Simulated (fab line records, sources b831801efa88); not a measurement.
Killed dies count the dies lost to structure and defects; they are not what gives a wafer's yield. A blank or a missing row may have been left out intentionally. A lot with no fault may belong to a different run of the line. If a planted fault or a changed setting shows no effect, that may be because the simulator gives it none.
Which tool is to blame? + flow sky130 + 12 lots with 36 wafers sampled at 5 steps, on a route of 708 steps

== WHAT THE GAUGES SHOWED, per wafer ==
SKY_VT_ADJUST_NCORE_TW_MEAS_11.
| lot  | measured     | on           | VT_ADJUST_NCORE_TW |
|------|--------------|--------------|--------------------|
| L546 | day 8 22:10  | filmMetro-04 | 220.4 220.7 219.7  |
| L550 | day 9 23:18  | filmMetro-02 | 218.9 218.5 219.2  |
| L552 | day 10 11:38 | filmMetro-04 | 222.1 220.3 220.9  |
| L555 | day 11 13:41 | filmMetro-03 | 224.3 224.0 223.7  |
| L556 | day 12 00:07 | filmMetro-04 | 218.4 218.1 217.7  |
| L557 | day 12 01:01 | filmMetro-02 | 217.7 217.5 216.9  |
| L558 | day 12 10:17 | filmMetro-02 | 217.8 216.1 216.0  |
| L559 | day 12 12:48 | filmMetro-02 | 216.5 216.9 217.7  |
| L560 | day 13 06:36 | filmMetro-02 | 219.8 218.5 217.8  |
| L564 | day 14 03:57 | filmMetro-04 | 220.6 219.6 220.0  |
| L567 | day 16 03:37 | filmMetro-03 | 226.5 223.1 224.7  |
| L568 | day 16 03:07 | filmMetro-04 | 218.5 220.0 219.9  |

SKY_SONOS_ONO_THK_MEAS_01.
| lot  | measured     | on           | SONOS_ONO_OXIDATION_THK (nm) |
|------|--------------|--------------|------------------------------|
| L546 | day 11 21:18 | filmMetro-04 | 2.71 2.71 2.63               |
| L550 | day 13 00:02 | filmMetro-02 | 2.50 2.50 2.50               |
| L552 | day 13 15:04 | filmMetro-02 | 2.64 2.64 2.67               |
| L555 | day 14 18:22 | filmMetro-03 | 2.63 2.62 2.70               |
| L556 | day 15 08:13 | filmMetro-03 | 2.51 2.49 2.57               |
| L557 | day 15 08:13 | filmMetro-02 | 2.59 2.58 2.61               |
| L558 | day 15 21:39 | filmMetro-03 | 2.57 2.50 2.59               |
| L559 | day 15 21:39 | filmMetro-04 | 2.65 2.64 2.63               |
| L560 | day 16 18:36 | filmMetro-03 | 2.55 2.55 2.56               |
| L564 | day 17 19:41 | filmMetro-04 | 2.58 2.53 2.52               |
| L567 | day 20 00:06 | filmMetro-04 | 2.62 2.56 2.66               |
| L568 | day 19 21:55 | filmMetro-04 | 2.60 2.62 2.60               |

SKY_GATE_OXIDE_TW_MEAS_14.
| lot  | measured     | on           | GATE_OXIDE_TW     |
|------|--------------|--------------|-------------------|
| L546 | day 14 02:32 | filmMetro-01 | 226.5 226.4 226.3 |
| L550 | day 15 13:08 | filmMetro-04 | 226.2 225.3 226.5 |
| L552 | day 16 06:10 | filmMetro-03 | 230.0 231.0 230.3 |
| L555 | day 17 10:50 | filmMetro-01 | 225.5 226.3 225.3 |
| L556 | day 17 23:01 | filmMetro-01 | 230.9 230.4 230.4 |
| L557 | day 17 20:28 | filmMetro-01 | 225.9 225.2 225.7 |
| L558 | day 18 12:08 | filmMetro-01 | 225.8 226.3 227.7 |
| L559 | day 18 12:19 | filmMetro-03 | 232.0 233.6 233.2 |
| L560 | day 19 13:11 | filmMetro-01 | 226.4 226.8 226.0 |
| L564 | day 20 13:52 | filmMetro-01 | 228.0 228.2 226.9 |
| L567 | day 22 20:37 | filmMetro-01 | 224.1 224.5 225.6 |
| L568 | day 22 16:03 | filmMetro-01 | 224.2 224.8 224.2 |

== WHICH TOOL RAN EACH LOT (tool, then ch and the chambers of the sampled wafers, then the start) ==
| lot  | SKY_FIELD_ISO_ETCH_14            | SKY_GATE_OXIDE_IMPLANT_11       |
|------|----------------------------------|---------------------------------|
| L546 | rieDiel-01 ch 0,1,2, day 2 11:21 | implanter-03 ch 0, day 14 02:13 |
| L550 | rieDiel-03 ch 0,1, day 3 07:35   | implanter-01 ch 0, day 15 12:49 |
| L552 | rieDiel-01 ch 1,2, day 3 16:48   | implanter-03 ch 0, day 16 05:49 |
| L555 | rieDiel-01 ch 2,3, day 4 09:30   | implanter-01 ch 0, day 17 10:28 |
| L556 | rieDiel-02 ch 0,1,2, day 4 13:51 | implanter-01 ch 0, day 17 22:40 |
| L557 | rieDiel-01 ch 1,3, day 4 18:23   | implanter-01 ch 0, day 17 20:07 |
| L558 | rieDiel-01 ch 0,3, day 5 02:27   | implanter-03 ch 0, day 18 11:47 |
| L559 | rieDiel-01 ch 0,2, day 5 06:30   | implanter-01 ch 0, day 18 11:58 |
| L560 | rieDiel-01 ch 0,1, day 5 12:06   | implanter-03 ch 0, day 19 12:50 |
| L564 | rieDiel-02 ch 1,2,3, day 6 06:42 | implanter-04 ch 0, day 20 13:31 |
| L567 | rieDiel-03 ch 0,3, day 7 16:32   | implanter-03 ch 0, day 22 20:16 |
| L568 | rieDiel-01 ch 0,1,2, day 7 16:51 | implanter-03 ch 0, day 22 15:42 |
- SKY_FIELD_ISO_ETCH_14: etches BARC in N2/H2, stops on SiO2, time 45.9 s, target depth 60 nm.
- SKY_GATE_OXIDE_IMPLANT_11

== WHAT THE TOOLS THEMSELVES READ (means of the sampled wafers that have a number; where no wafer has one, the mark that the record gives instead) ==
SKY_FIELD_ISO_ETCH_14.
| lot  | tool       | biasW (W) | drypumpMotorCurrentA (A) | oesProductAu (a.u.) | throttleValvePct (%) |
|------|------------|-----------|--------------------------|---------------------|----------------------|
| L546 | rieDiel-01 | 100.3     | 6.1                      | 0.851               | 13.224               |
| L550 | rieDiel-03 | 99.9      | 5.4                      | 0.854               | 13.220               |
| L552 | rieDiel-01 | 100.1     | 6.4                      | 0.858               | 13.225               |
| L555 | rieDiel-01 | 100.0     | 6.3                      | 0.849               | 13.224               |
| L556 | rieDiel-02 | 100.2     | 5.9                      | 0.855               | 13.227               |
| L557 | rieDiel-01 | 100.3     | 6.1                      | 0.854               | 13.219               |
| L558 | rieDiel-01 | 99.9      | 5.8                      | 0.853               | 13.232               |
| L559 | rieDiel-01 | 100.0     | 5.7                      | 0.855               | 13.213               |
| L560 | rieDiel-01 | 99.7      | 6.1                      | 0.855               | 13.221               |
| L564 | rieDiel-02 | 99.5      | 5.9                      | 0.857               | 13.227               |
| L567 | rieDiel-03 | 100.2     | 5.3                      | 0.851               | 13.232               |
| L568 | rieDiel-01 | 100.2     | 6.1                      | 0.855               | 13.232               |

SKY_GATE_OXIDE_IMPLANT_11.
| lot  | tool         | beamEnergyKeV |
|------|--------------|---------------|
| L546 | implanter-03 | 10.001        |
| L550 | implanter-01 | 9.998         |
| L552 | implanter-03 | 9.995         |
| L555 | implanter-01 | 10.000        |
| L556 | implanter-01 | 10.950        |
| L557 | implanter-01 | 9.999         |
| L558 | implanter-03 | 9.997         |
| L559 | implanter-01 | 10.948        |
| L560 | implanter-03 | 10.001        |
| L564 | implanter-04 | 9.999         |
| L567 | implanter-03 | 10.001        |
| L568 | implanter-03 | 10.000        |

== THE ANSWER, worked out from the rows above alone ==
Rule: the lots themselves supply what counts as usual. Put in order of their means at a reading, lots are off if they are a third of the lots or fewer, leave a main group of 4 or more, and stand apart from it by a gap of 3 or more times the standard deviation of the main group's means; of several such gaps the widest counts. A main group is skipped when, at the precision printed for the reading in the tables above, its means are all equal. Also off: a lot with no number at a reading for which 4 or more lots have one. The other lots that the step has rows for count as sound. After the gauges, taken in route order, come the tools' own readings; for these a lot's mean is taken, as printed above. At the first step where some lot is off, the reading lying furthest off is the one used; lots without a number count as furthest.
Off, at SKY_GATE_OXIDE_IMPLANT_11 on beamEnergyKeV: L556, L559. For the main group the mean is 9.999 and the standard deviation 0.0019.
A tool fits if, at that step or a process step before it, it ran every lot that is off, and no sound lot after the first of them. One fits: implanter-01 at SKY_GATE_OXIDE_IMPLANT_11. A fault onset in the window from L557 (day 17 20:07, its last sound lot) to L556 (day 17 22:40, its first lot off) fits.
On the lots that are off, the tool's own readings at SKY_GATE_OXIDE_IMPLANT_11 differ by more than 5 times the standard deviation of the sound lots' means, which bears it out; beamEnergyKeV reads 10.949 there versus 9.999 on the sound lots.

== WHAT WAS PUT IN BY THE SIMULATOR ==
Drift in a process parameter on implanter-01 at SKY_GATE_OXIDE_IMPLANT_11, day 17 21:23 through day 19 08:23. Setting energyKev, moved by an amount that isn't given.
Lots struck among those shown: L556, L559. Same finding as the rule above.
